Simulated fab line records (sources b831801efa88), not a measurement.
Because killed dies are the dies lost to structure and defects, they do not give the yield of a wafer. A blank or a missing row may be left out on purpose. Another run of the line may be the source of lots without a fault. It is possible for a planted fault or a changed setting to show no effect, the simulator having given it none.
Struck lot and sound lot, side by side ; flow sky130 ; 44 out of 708 route steps
Sound: wafers L240.1, L240.2, L240.3. The struck wafers were L254.3, L254.4, L254.6. The cause is named last.
For every step that has rows: the tool of each side, followed by ch and its chambers, followed by its first start. Under that, the readings that differ: sound wafers ; struck wafers ; difference of the means ; sigmas: that difference in standard deviations of wafers without a fault.
alike: same words and numbers on both sides, and readings whose means sit less than 2 such deviations apart. not compared: any withheld reading, any reading some wafer has no value for, any bound like >300 that may hide the same value, and any number with overlapping values for which the record gives no deviation.
Wherever a step has rows on one side only, a row that says differs or no value, or a row with sigmas, the two part there. When numbers do not overlap yet have no deviation, they are printed without sigmas and do not part them. A reading that every wafer of one side lacks parts them only if that side has two wafers or more.

first, 1 step without rows for these wafers: SKY_SONOS_TUNNEL_DEVELOP_06 (develop time 60 s).
SKY_SONOS_TUNNEL_CD_MEAS_07 targets a cd of 410 nm.
  sound: cd-sem-02 at day 13 03:47; struck: cd-sem-02 at day 17 13:56
  alike: cd-nm
SKY_SONOS_TUNNEL_OVL_MEAS_08:
  sound: overlay-02 at day 13 03:55; struck: overlay-01 at day 17 14:01
  alike: SONOS_TUNNEL_OVL
then, 3 steps without rows for these wafers: SKY_SONOS_TUNNEL_IMPLANT_09; SKY_SONOS_TUNNEL_WET_ETCH_10 (etches SiO2 in dHF, target depth 14 nm, time 280 s); SKY_SONOS_TUNNEL_STRIP_11 (strips in SPM, time 600 s).
SKY_SONOS_TUNNEL_TW_MEAS_12:
  sound: film-metro-04 at day 13 04:22; struck: film-metro-04 at day 17 14:30
  alike: SONOS_TUNNEL_TW
then, 2 steps without rows for these wafers: SKY_SONOS_TUNNEL_CLEAN_13 (cleans in dHF, time 20 s); SKY_SONOS_ONO_OXIDATION_00 (stabilise 600 s, purge 300 s, target thk 2.6 nm).
SKY_SONOS_ONO_THK_MEAS_01:
  sound: film-metro-04 at day 13 06:16; struck: film-metro-01 at day 17 15:55
  alike: SONOS_ONO_OXIDATION_THK
then, 1 step without rows for these wafers: SKY_SONOS_ONO_CVD_02 (deposits Si3N4 from DCS/NH3, target thk 10.5 nm, time 180 s).
SKY_SONOS_ONO_THK_MEAS_03:
  sound: film-metro-02 at day 13 07:23; struck: film-metro-01 at day 17 17:02
  alike: SONOS_ONO_CVD_02_THK
SKY_SONOS_ONO_CVD_04: deposits SiO2 from SiH4/N2O, target thk 5.7199 nm.
  sound on lpcvd-03 ch 0, day 13 07:26; struck on lpcvd-03 ch 0, day 17 17:04
reading;sound;struck;difference;sigmas
spike-tc-bottom-C (C);917.1 917.3 917.3;966.7 968.9 968.7;+50.9;+27
spike-tc-centre-C (C);903.5 902.8 902.0;952.4 953.4 952.3;+49.9;+50
spike-tc-lower-C (C);900.1 901.1 899.0;950.8 951.1 951.8;+51.2;+43
spike-tc-top-C (C);911.2 913.2 912.5;963.7 962.8 964.1;+51.2;+30
spike-tc-upper-C (C);902.4 900.0 901.0;951.6 951.2 950.8;+50.1;+50
susceptor-temp-C (C);900.0 899.6 899.7;950.6 951.1 950.8;+51.1;+99 or more
zone-power-centre-pct (%);18.04 18.22 18.42;20.90 21.00 20.95;+2.72;+10
zone-power-lower-pct (%);18.0 17.9 17.8;20.0 20.4 20.1;+2.3;+2
model.SiO2_of_SONOS_ONO_CVD_04.thk-nm (nm);5.763 5.663 5.788;9.011 9.044 8.951;+3.264;
SKY_SONOS_ONO_THK_MEAS_05:
  sound: film-metro-04 at day 13 08:41; struck: film-metro-02 at day 17 18:20
reading;sound;struck;difference;sigmas
SONOS_ONO_CVD_04_THK (nm);5.78 5.66 5.77;9.01 8.99 8.94;+3.24;+33
then, 7 steps without rows for these wafers: SKY_SONOS_ONO_DEHYDRATE_06 (time 60 s); SKY_SONOS_ONO_HMDS_07 (prime time 60 s); SKY_SONOS_ONO_COAT_08 (resist thk 1140 nm); SKY_SONOS_ONO_SOFTBAKE_09 (time 60 s); SKY_SONOS_ONO_EXPOSE_10 (exposes mask ONOM, target cd 410 nm); SKY_SONOS_ONO_PEB_11; SKY_SONOS_ONO_DEVELOP_12 (develop time 60 s).
SKY_SONOS_ONO_CD_MEAS_13 targets a cd of 410 nm.
  sound: cd-sem-01 at day 14 10:47; struck: cd-sem-01 at day 19 01:08
  alike: cd-nm
SKY_SONOS_ONO_OVL_MEAS_14:
  sound: overlay-02 at day 14 10:55; struck: overlay-02 at day 19 01:13
  alike: SONOS_ONO_OVL
SKY_SONOS_ONO_ETCH_15: etches the open film in CHF3/O2, target depth 19.52 nm, time 7.8 s.
  sound on rie-diel-04 ch 1,2,3, day 14 10:56; struck on rie-diel-03 ch 1,3, day 19 01:14
  alike: drypump-motor-current-A, oes-product-au, throttle-valve-pct
  not compared: rf-hours-counter-h
then, 1 step without rows for these wafers: SKY_SONOS_ONO_WET_ETCH_16 (etches SiO2 in dHF, target depth 14 nm, time 280 s).
SKY_SONOS_ONO_STRIP_17: strips in O2/N2.
  sound on plasma-asher-04 ch 0,1, day 14 11:03; struck on plasma-asher-03 ch 0,1, day 19 01:23
  alike: drypump-motor-current-A, oes-product-au, strip-time-to-endpoint-s
  not compared: rf-hours-counter-h
then, 3 steps without rows for these wafers: SKY_SONOS_ONO_WET_ETCH_18 (etches Si3N4 in H3PO4, target depth 15 nm, time 172 s); SKY_GATE_OXIDE_CLEAN_00 (cleans in SC1/SC2, time 150 s); SKY_GATE_OXIDE_OXIDATION_01 (stabilise 600 s, purge 300 s, target thk 10.268 nm).
SKY_GATE_OXIDE_THK_MEAS_02:
  sound: film-metro-01 at day 14 14:44; struck: film-metro-02 at day 19 03:00
  alike: GATE_OXIDE_OXIDATION_00_THK
then, 7 steps without rows for these wafers: SKY_GATE_OXIDE_DEHYDRATE_03 (time 60 s); SKY_GATE_OXIDE_HMDS_04 (prime time 60 s); SKY_GATE_OXIDE_COAT_05 (resist thk 1140 nm); SKY_GATE_OXIDE_SOFTBAKE_06 (time 60 s); SKY_GATE_OXIDE_EXPOSE_07 (exposes mask LVOM, target cd 600 nm); SKY_GATE_OXIDE_PEB_08; SKY_GATE_OXIDE_DEVELOP_09 (develop time 60 s).
SKY_GATE_OXIDE_OVL_MEAS_10:
  sound: overlay-02 at day 15 17:32; struck: overlay-02 at day 20 10:19
  alike: GATE_OXIDE_OVL
then, 2 steps without rows for these wafers: SKY_GATE_OXIDE_IMPLANT_11; SKY_GATE_OXIDE_WET_ETCH_12 (etches SiO2 in dHF, target depth 16.8 nm, time 336 s).
SKY_GATE_OXIDE_STRIP_13: strips in O2/N2.
  sound on plasma-asher-01 ch 0,1, day 15 17:50; struck on plasma-asher-01 ch 0,1, day 20 10:43
  alike: drypump-motor-current-A, oes-product-au, strip-time-to-endpoint-s
  not compared: rf-hours-counter-h
SKY_GATE_OXIDE_TW_MEAS_14:
  sound: film-metro-01 at day 15 17:56; struck: film-metro-02 at day 20 10:49
  alike: GATE_OXIDE_TW
SKY_GATE_OXIDE_CLEAN_15: cleans in SC1/SC2, time 150 s.
  sound on wet-bench-04 ch 1, day 15 17:59; struck on wet-bench-04 ch 1, day 20 10:51
reading;sound;struck;difference;sigmas
model.SiO2_of_SONOS_ONO_CVD_04.thk-nm (nm);4.229 4.129 4.255;7.488 7.527 7.427;+3.276;
-- here the record skips 29 days between the struck wafers' starts before and after, leaving off in module GATE_OXIDE and picking up in module PAD_OPEN (first step shown: number 708 of the route) --
SKY_PAD_OPEN_PROBE_99:
  sound: prober-02 at day 46 23:35; struck: prober-02 at day 49 22:42
  alike: killed_at_M0_to_M3, killed_at_M4_up, killed-at-contacts, killed-at-front-end, killed-at-other, killed-dies, killed-open, killed-short

## WHERE THEY PART
Last at SKY_SONOS_ONO_THK_MEAS_05 as far as this record goes, first at SKY_SONOS_ONO_CVD_04. Later steps at which nothing parts them and some readings are alike: SKY_SONOS_ONO_CD_MEAS_13, SKY_SONOS_ONO_OVL_MEAS_14, SKY_SONOS_ONO_ETCH_15, SKY_SONOS_ONO_STRIP_17, SKY_GATE_OXIDE_THK_MEAS_02, SKY_GATE_OXIDE_OVL_MEAS_10, SKY_GATE_OXIDE_STRIP_13, SKY_GATE_OXIDE_TW_MEAS_14, SKY_PAD_OPEN_PROBE_99.

WHY: the cause the simulator had injected
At SKY_SONOS_ONO_CVD_04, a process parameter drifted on lpcvd-03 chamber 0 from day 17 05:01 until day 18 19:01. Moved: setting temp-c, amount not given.
